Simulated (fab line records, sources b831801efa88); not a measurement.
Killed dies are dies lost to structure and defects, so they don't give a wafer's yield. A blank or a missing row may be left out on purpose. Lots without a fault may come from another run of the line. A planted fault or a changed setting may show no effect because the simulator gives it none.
fab line records | flow sky130
record lots=6 wafers=17 last_day=50
route steps=708 shown SD_N@344 SD_P@359 RES_XHIGH@360 PAD_OPEN@708
lots that met no fault: from a run of the same line without faults
start_h: hours from the record's first day to the start of the lot's first wafer shown | wait_h: hours since the lot's step before | " the same as in the row above | L1.1+2: a row that stands for several wafers | - no value, or no start given | * or withheld: withheld | < > ~ a bound
route shown NAME@n: a module of which the file shows steps, and the number in the route of the first | usual: mean/standard deviation of fault-free wafers | same: alike in all rows | chamber/n: place in a boat | sites: the reading at each site | _std_site: their standard deviation | _edge_site: outer sites' mean less inner sites' | radius_mm: how far each site lies from the wafer's centre | mask NAME#n: copy n | behind: the tool/chamber that last shaped the wafer | hold: why the lot was held/for how many hours/how that ended | device: the transistor (n, p or np) that didn't switch | end of line: the same wafers' tests at the end of the route | a step without rows: its recipe alone | killed: dies lost to structure and defects at the first sort, not the wafer's yield | map: a wafer's dies, x killed, . not, _ none there
set.NAME: the setting as run; set.NAME@STEP: as run at that earlier step | model.NAME: the simulator's own value behind a step, which no gauge read
lots at some steps of the route; a table a step, a row a wafer
services: from which hour (start_h, from the record's first day; less than 0 if before it) a tool's chamber was out of use, for how many hours, and why
## steps
# step SKY_SD_N_COAT_02
# recipe resist=NOVOLAK spin_rpm=3000 resist_thk_nm=1140
# step SKY_SD_N_SOFTBAKE_03
# recipe temp_c=90 time_s=60 resist=NOVOLAK
# step SKY_SD_N_EXPOSE_04
# recipe mask_id=NSDM na=0.6 source_shape=conventional sigma_outer=0.6 polarization=unpolarized target_cd_nm=380 dose_mj=141
# step SKY_SD_N_PEB_05
# recipe temp_c=withheld time_s=* resist=NOVOLAK
# step SKY_SD_N_DEVELOP_06
# recipe resist=NOVOLAK developer=TMAH develop_time_s=60 dev_temp_c=23
# step SKY_SD_N_CD_MEAS_07
# recipe target_cd_nm=380
# usual cd_nm=380.3/2.7
# columns lot.wafer tool chamber start_h wait_h cd_nm
L103.2 cd_sem-02 - 660.34 0.1 382.5
L103.3 " - " " 381.5
L103.5 " - " " 382.4
L106.2 cd_sem-02 - 691.52 0.1 382.2
L106.5 " - " " 382.1
L106.6 " - " " 378.6
L110.1 cd_sem-01 - 726.75 0.1 383.6
L110.4 " - " " 383.6
L110.6 " - " " 383.3
L118.2 cd_sem-02 - 779.84 0.1 380.9
L118.4 " - " " 380.8
L118.6 " - " " 378.8
L120.2 cd_sem-02 - 804.87 0.1 378.4
L120.3 " - " " 381.3
L121.1 cd_sem-01 - 806.50 0.1 377.5
L121.2 " - " " 380.0
L121.5 " - " " 379.8
# step SKY_SD_N_OVL_MEAS_08
# usual SD_N_OVL=0.9/2.1
# columns lot.wafer tool chamber start_h wait_h SD_N_OVL[nm]
L103.2 overlay-01 - 660.44 0.1 -1.5
L103.3 " - " " -1.4
L103.5 " - " " -2.4
L106.2 overlay-02 - 691.63 0.1 -1.4
L106.5 " - " " -1.3
L106.6 " - " " -0.1
L110.1 overlay-01 - 726.87 0.1 -1.1
L110.4 " - " " -1.7
L110.6 " - " " -0.3
L118.2 overlay-01 - 779.95 0.1 1.0
L118.4 " - " " 0.6
L118.6 " - " " -1.4
L120.2 overlay-02 - 804.98 0.1 1.7
L120.3 " - " " -1.2
L121.1 overlay-01 - 806.62 0.1 1.0
L121.2 " - " " 1.9
L121.5 " - " " 3.7
# step SKY_SD_N_IMPLANT_09
# recipe species=As energy_kev=50 dose_cm2=4e+15 tilt_deg=0
# step SKY_SD_N_IMPLANT_10
# recipe species=P energy_kev=20 dose_cm2=1e+14 tilt_deg=0
# step SKY_SD_N_STRIP_11
# recipe chemistry=O2/N2 power_w=1400 pressure_mtorr=1500 platen_temp_c=withheld o2_flow_sccm=3000 n2_flow_sccm=300 overash_fraction=0.5
# usual drypump_motor_current_A=5.5/0.51 oes_product_au=0.528/0.0043 strip_time_to_endpoint_s=22.55/0.039
# columns lot.wafer tool chamber start_h wait_h drypump_motor_current_A oes_product_au rf_hours_counter_h strip_time_to_endpoint_s
L103.2 plasma_asher-02 0 660.77 0.1 5.3 0.523 54 22.51
L103.3 " 0 " " 5.3 0.534 - 22.53
L103.5 " 1 " " 5.4 0.525 - 22.53
L106.2 plasma_asher-01 0 691.96 0.1 4.8 0.534 100 22.62
L106.5 " 0 " " 4.8 0.530 - 22.59
L106.6 " 1 " " 6.2 0.529 - 22.57
L110.1 plasma_asher-02 0 727.21 0.1 5.3 0.527 61 22.54
L110.4 " 1 " " 5.3 0.525 - 22.56
L110.6 " 1 " " 5.4 0.533 - 22.55
L118.2 plasma_asher-01 0 780.28 0.1 4.8 0.527 4 22.58
L118.4 " 1 " " 6.2 0.528 - 22.59
L118.6 " 1 " " 6.2 0.528 - 22.55
L120.2 plasma_asher-02 0 805.61 0.2 5.3 0.533 69 22.50
L120.3 " 1 " " 5.4 0.531 - 22.53
L121.1 plasma_asher-01 1 806.96 0.1 6.3 0.525 6 22.58
L121.2 " 0 " " 4.8 0.531 6 22.56
L121.5 " 1 " " 6.2 0.527 - 22.52
# step SKY_SD_N_TW_MEAS_12
# usual SD_N_TW=4032/40
# columns lot.wafer tool chamber start_h wait_h SD_N_TW
L103.2 film_metro-03 - 660.88 0.1 4063
L103.3 " - " " 4068
L103.5 " - " " 4048
L106.2 film_metro-02 - 692.07 0.1 3987
L106.5 " - " " 3989
L106.6 " - " " 4003
L110.1 film_metro-04 - 727.31 0.1 3994
L110.4 " - " " 4029
L110.6 " - " " 3979
L118.2 film_metro-03 - 780.39 0.1 4061
L118.4 " - " " 4039
L118.6 " - " " 4034
L120.2 film_metro-03 - 805.72 0.1 4057
L120.3 " - " " 4096
L121.1 film_metro-02 - 807.06 0.1 4025
L121.2 " - " " 3996
L121.5 " - " " 3999
# step SKY_SD_N_CLEAN_13
# recipe chemistry=SC1/SC2 mix=1:4:20 temp_c=70 time_s=150 dry=n2_spin
# step SKY_SD_N_RTA_14
# recipe temp_c=1075 time_s=2 idle_temp_c=650 ramp_up_c_per_s=150 ramp_down_c_per_s=90 ambient=N2
# usual lamp_power_pct=15.73/0.055 wafer_temp_C_max=1078.0/1.2
# columns lot.wafer tool chamber start_h wait_h lamp_power_pct wafer_temp_C_max
L103.2 rtp_anneal-02 0 660.99 0.0 15.68 1079.2
L103.3 " 0 " " 15.75 1078.1
L103.5 " 0 " " 15.74 1077.5
L106.2 rtp_anneal-02 0 692.20 0.0 15.70 1076.7
L106.5 " 0 " " 15.75 1077.2
L106.6 " 0 " " 15.75 1077.2
L110.1 rtp_anneal-02 0 727.42 0.0 15.74 1076.8
L110.4 " 0 " " 15.74 1076.4
L110.6 " 0 " " 15.62 1079.7
L118.2 rtp_anneal-02 0 780.49 0.0 15.76 1083.6
L118.4 " 0 " " 15.76 1083.5
L118.6 " 0 " " 15.71 1084.6
L120.2 rtp_anneal-02 0 805.83 0.0 15.75 1085.2
L120.3 " 0 " " 15.76 1084.1
L121.1 rtp_anneal-01 0 807.17 0.0 15.73 1076.6
L121.2 " 0 " " 15.73 1078.0
L121.5 " 0 " " 15.80 1077.5
# step SKY_SD_N_RS_MEAS_16
# recipe thk_meas_gauge=four-point-probe
# usual SD_N_RS=68.52/0.17
# columns lot.wafer tool chamber start_h wait_h SD_N_RS[ohm/sq]
L103.2 film_metro-03 - 661.18 0.1 68.57
L103.3 " - " " 68.69
L103.5 " - " " 68.57
L106.2 film_metro-03 - 692.39 0.1 68.72
L106.5 " - " " 68.70
L106.6 " - " " 68.56
L110.1 film_metro-04 - 727.59 0.1 68.47
L110.4 " - " " 68.68
L110.6 " - " " 68.57
L118.2 film_metro-04 - 780.68 0.1 67.67
L118.4 " - " " 67.61
L118.6 " - " " 67.88
L120.2 film_metro-02 - 806.01 0.1 67.48
L120.3 " - " " 67.45
L121.1 film_metro-02 - 807.34 0.1 68.26
L121.2 " - " " 68.36
L121.5 " - " " 68.25
# step SKY_SD_N_RS_MEAS_17
# recipe thk_meas_gauge=four-point-probe
# usual SD_P_RS=147.0/0.47
# columns lot.wafer tool chamber start_h wait_h SD_P_RS[ohm/sq]
L103.2 film_metro-03 - 661.30 0.1 147.3
L103.3 " - " " 147.3
L103.5 " - " " 147.3
L106.2 film_metro-03 - 692.51 0.1 147.4
L106.5 " - " " 147.6
L106.6 " - " " 147.4
L110.1 film_metro-04 - 727.71 0.1 147.0
L110.4 " - " " 147.6
L110.6 " - " " 147.1
L118.2 film_metro-04 - 780.80 0.1 142.1
L118.4 " - " " 142.0
L118.6 " - " " 142.7
L120.2 film_metro-02 - 806.13 0.1 141.9
L120.3 " - " " 142.0
L121.1 film_metro-02 - 807.46 0.1 146.6
L121.2 " - " " 146.3
L121.5 " - " " 146.5
# step SKY_SD_N_RS_MEAS_18
# recipe thk_meas_gauge=four-point-probe
# usual RES_XHIGH_RS=333.2/1.5
# columns lot.wafer tool chamber start_h wait_h RES_XHIGH_RS[ohm/sq]
L103.2 film_metro-03 - 661.42 0.1 335.3
L103.3 " - " " 334.7
L103.5 " - " " 333.6
L106.2 film_metro-03 - 692.63 0.1 333.2
L106.5 " - " " 333.0
L106.6 " - " " 332.1
L110.1 film_metro-04 - 727.83 0.1 332.8
L110.4 " - " " 332.8
L110.6 " - " " 331.7
L118.2 film_metro-04 - 780.92 0.1 335.3
L118.4 " - " " 334.7
L118.6 " - " " 335.3
L120.2 film_metro-02 - 806.25 0.1 330.6
L120.3 " - " " 330.9
L121.1 film_metro-02 - 807.58 0.1 331.6
L121.2 " - " " 331.6
L121.5 " - " " 332.4
# step SKY_PAD_OPEN_PROBE_99
# usual killed_at_M0_to_M3=43/7 killed_at_M4_up=3.5/1.9 killed_at_contacts=24/5.3 killed_at_front_end=15/4.4 killed_at_other=0.3/0.69 killed_dies=87/9.7 killed_open=48/7 killed_short=39/6.4
# same gross_dies=492 killed_at_back_side=0
# columns lot.wafer tool chamber start_h wait_h killed_at_M0_to_M3 killed_at_M4_up killed_at_contacts killed_at_front_end killed_at_other killed_dies killed_open killed_short model.etest.res_xhigh_po.line_ohm_um model.etest.res_xhigh_po.rs_ohm_sq model.etest.res_pdiff.line_ohm_um model.etest.res_high_po.line_ohm_um model.etest.licon_high_po.rc_ohm model.etest.res_high_po.rs_ohm_sq model.etest.res_pdiff_hv.rs_ohm_sq model.etest.res_pdiff.rs_ohm_sq
L103.2 prober-01 - 1082.67 0.1 45 3 36 12 1 97 60 36 5505 1945 1404 724.2 339.1 254.6 190.8 197.6
L103.3 prober-01 - 1082.72 0.2 46 5 26 14 0 91 44 47 5563 1963 1426 736.3 355.1 258.1 188.6 198.2
L103.5 prober-01 - 1082.82 0.2 40 2 21 17 3 83 43 37 5897 2052 1375 758.6 364.2 264.9 190.6 197.6
L106.2 prober-02 - 1108.78 0.1 46 3 24 19 0 92 49 43 5645 1939 1430 746.4 347.5 256.2 191 198.4
L106.5 prober-02 - 1108.93 0.2 44 3 27 7 0 81 50 29 5522 1948 1395 739.3 341.3 259.2 190.2 198
L106.6 prober-02 - 1108.98 0.2 55 4 25 23 2 109 56 50 5547 1961 1359 739.4 349.1 258 191.3 196.9
L110.1 prober-02 - 1136.17 0.1 45 5 16 11 0 77 42 35 5384 1899 1372 726.7 336 255.8 191.5 197
L110.4 prober-02 - 1136.32 0.2 49 4 22 16 0 91 50 41 5640 1941 1362 747.5 362.4 257.3 192 197.8
L110.6 prober-02 - 1136.42 0.2 42 6 32 10 0 90 44 46 5691 1974 1363 744 364.6 258.4 191.9 196.5
L118.2 prober-01 - 1171.42 0.1 34 0 23 22 0 79 40 39 5548 1910 1327 731.6 328.1 251.2 184.5 189.9
L118.4 prober-01 - 1171.52 0.2 35 2 24 10 0 71 43 28 5538 1913 1314 705.8 323.1 250.2 186.1 191.7
L118.6 prober-01 - 1171.62 0.2 35 2 27 16 0 80 40 40 5481 1922 1324 740.3 328.8 253.3 185.9 190.9
L120.2 prober-01 - 1188.82 0.1 46 4 34 18 0 102 52 49 5506 1955 1348 721.8 332.8 252.9 186.7 193.8
L120.3 prober-01 - 1188.87 0.2 43 2 33 7 1 86 55 31 5408 1875 1336 718.1 313.6 247.4 186.2 193.4
L121.1 prober-02 - 1189.73 0.1 36 3 30 16 1 86 49 37 5827 1991 1405 763.8 350.5 260 188.1 196.4
L121.2 prober-02 - 1189.78 0.1 37 1 19 22 0 79 47 32 5674 1994 1399 750.2 367.7 259.5 188.8 195.5
L121.5 prober-02 - 1189.93 0.2 37 3 25 20 0 85 53 32 5526 1933 1386 722.6 343.9 256.4 188.2 193.8
# killed by level:class
L103.2 VIA1:geometric_particle:open=18 LI_CONTACT:geometric_particle:open=13 CONTACT:geometric_particle:open=12 CONTACT:geometric_particle:short=5 POLY_GATE:geometric_particle:short=5 VIA1:geometric_particle:short=5 LOCAL_INTERCONNECT:geometric_particle:short=4 METAL1:geometric_particle:short=4
L103.3 CONTACT:geometric_particle:open=12 METAL1:geometric_particle:short=9 VIA1:geometric_particle:open=6 METAL2:geometric_particle:short=6 LI_CONTACT:geometric_particle:open=5 VIA3:geometric_particle:open=5 CONTACT:geometric_particle:short=4 VIA1:geometric_particle:short=4
L103.5 VIA1:geometric_particle:short=8 VIA3:geometric_particle:open=8 LI_CONTACT:geometric_particle:open=7 CONTACT:geometric_particle:open=7 VIA2:geometric_particle:open=7 FIELD_ISO:geometric_particle:short=6 FIELD_ISO:geometric_particle:open=4 VIA1:geometric_particle:open=4
L106.2 CONTACT:geometric_particle:open=11 VIA1:geometric_particle:open=9 VIA2:geometric_particle:short=7 VIA3:geometric_particle:open=7 FIELD_ISO:geometric_particle:open=5 LI_CONTACT:geometric_particle:open=5 VIA3:geometric_particle:short=5 FIELD_ISO:geometric_particle:short=4
L106.5 CONTACT:geometric_particle:open=11 VIA2:geometric_particle:open=10 LI_CONTACT:geometric_particle:open=7 VIA1:geometric_particle:open=7 VIA3:geometric_particle:open=5 VIA3:geometric_particle:short=5 CONTACT:geometric_particle:short=4 FIELD_ISO:geometric_particle:open=3
L106.6 VIA1:geometric_particle:open=12 VIA2:geometric_particle:open=11 CONTACT:geometric_particle:short=9 LI_CONTACT:geometric_particle:open=7 VIA1:geometric_particle:short=7 FIELD_ISO:geometric_particle:short=6 METAL1:geometric_particle:short=6 VIA3:geometric_particle:open=5
L110.1 VIA1:geometric_particle:open=11 CONTACT:geometric_particle:open=8 VIA1:geometric_particle:short=8 VIA2:geometric_particle:open=6 METAL2:geometric_particle:short=5 FIELD_ISO:geometric_particle:open=4 VIA2:geometric_particle:short=4 METAL4:geometric_particle:short=4
L110.4 VIA1:geometric_particle:open=13 VIA2:geometric_particle:open=7 METAL2:geometric_particle:short=6 FIELD_ISO:geometric_particle:short=5 LI_CONTACT:geometric_particle:open=5 CONTACT:geometric_particle:open=5 CONTACT:geometric_particle:short=5 METAL1:geometric_particle:short=5
L110.6 VIA1:geometric_particle:open=13 LI_CONTACT:geometric_particle:open=8 CONTACT:geometric_particle:open=7 CONTACT:geometric_particle:short=7 LI_CONTACT:geometric_particle:short=5 LOCAL_INTERCONNECT:geometric_particle:short=5 METAL2:geometric_particle:short=4 VIA2:geometric_particle:open=4
L118.2 FIELD_ISO:geometric_particle:short=9 LI_CONTACT:geometric_particle:open=8 CONTACT:geometric_particle:open=7 VIA3:geometric_particle:open=6 METAL1:geometric_particle:short=5 VIA2:geometric_particle:open=5 POLY_GATE:geometric_particle:short=4 LI_CONTACT:geometric_particle:short=3
L118.4 CONTACT:geometric_particle:open=10 VIA1:geometric_particle:open=9 VIA3:geometric_particle:open=8 METAL1:geometric_particle:short=7 LI_CONTACT:geometric_particle:open=6 CONTACT:geometric_particle:short=5 VIA2:geometric_particle:open=4 FIELD_ISO:geometric_particle:open=3
L118.6 LI_CONTACT:geometric_particle:open=9 LOCAL_INTERCONNECT:geometric_particle:short=9 VIA1:geometric_particle:open=9 METAL1:geometric_particle:short=8 VIA3:geometric_particle:open=5 FIELD_ISO:geometric_particle:open=5 METAL2:geometric_particle:short=4 POLY_GATE:geometric_particle:open=3
L120.2 CONTACT:geometric_particle:open=18 VIA1:geometric_particle:open=7 METAL2:geometric_particle:short=7 VIA3:geometric_particle:open=7 VIA1:geometric_particle:short=6 LI_CONTACT:geometric_particle:short=5 LI_CONTACT:geometric_particle:open=5 VIA2:geometric_particle:short=5
L120.3 CONTACT:geometric_particle:open=10 LI_CONTACT:geometric_particle:open=9 VIA1:geometric_particle:open=9 VIA2:geometric_particle:open=8 CONTACT:geometric_particle:short=6 VIA3:geometric_particle:open=6 POLY_GATE:geometric_particle:open=4 VIA1:geometric_particle:short=4
L121.1 LI_CONTACT:geometric_particle:open=11 VIA1:geometric_particle:open=10 FIELD_ISO:geometric_particle:open=6 CONTACT:geometric_particle:short=6 CONTACT:geometric_particle:open=5 VIA2:geometric_particle:open=5 VIA2:geometric_particle:short=5 POLY_GATE:geometric_particle:short=4
L121.2 LI_CONTACT:geometric_particle:open=9 VIA1:geometric_particle:open=8 VIA3:geometric_particle:open=6 FIELD_ISO:geometric_particle:open=5 FIELD_ISO:geometric_particle:short=5 CONTACT:geometric_particle:open=5 VIA1:geometric_particle:short=4 VIA2:geometric_particle:short=4
L121.5 FIELD_ISO:geometric_particle:open=10 VIA1:geometric_particle:open=9 LI_CONTACT:geometric_particle:open=9 VIA2:geometric_particle:open=8 CONTACT:geometric_particle:open=7 FIELD_ISO:geometric_particle:short=5 LOCAL_INTERCONNECT:geometric_particle:short=5 VIA3:geometric_particle:open=4
## services
# columns tool chamber start_h hours kind
plasma_asher-01 - 638.17 2.9 repair
plasma_asher-01 - 733.75 9.0 pm
plasma_asher-01 0 733.75 9.0 vent_cycle
plasma_asher-01 1 733.75 9.0 vent_cycle
plasma_asher-01 0 742.75 - clean
plasma_asher-01 1 742.75 - clean
plasma_asher-02 - 742.75 2.8 pm
## key
first_sign step=SKY_SD_N_RTA_14 reading=wafer_temp_C_max direction=up sigmas=5 usual=* struck=*
effect step=SKY_SD_N_RS_MEAS_16 reading=SD_N_RS direction=down sigmas=5.4 usual=68.52 struck=67.62
effect step=SKY_SD_N_RS_MEAS_17 reading=SD_P_RS direction=down sigmas=10 usual=147.0 struck=142.1
model_effect step=SKY_PAD_OPEN_PROBE_99 value=etest.res_xhigh_po.line_ohm_um without=5805 struck=5496
met_at SKY_SD_N_RTA_14
struck_wafers L118.2,L118.4,L118.6,L120.2,L120.3
tester_left_out L118,L120
onset_between 727.42 780.49
fault kind=process_parameter_drift tool=rtp_anneal-02 chamber=- onset_h=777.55 steps=SKY_SD_N_RTA_14 channel=temp_c offset=* shape=step end_h=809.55 acts_in=* stated=*
# tester_left_out: of these lots the tester's yield and bins aren't shown, on N5 and GAA mostly nor the transistor test; their killed dies are dies lost to structure and defects alone, not to doping, threshold or leakage, so they don't give the yield
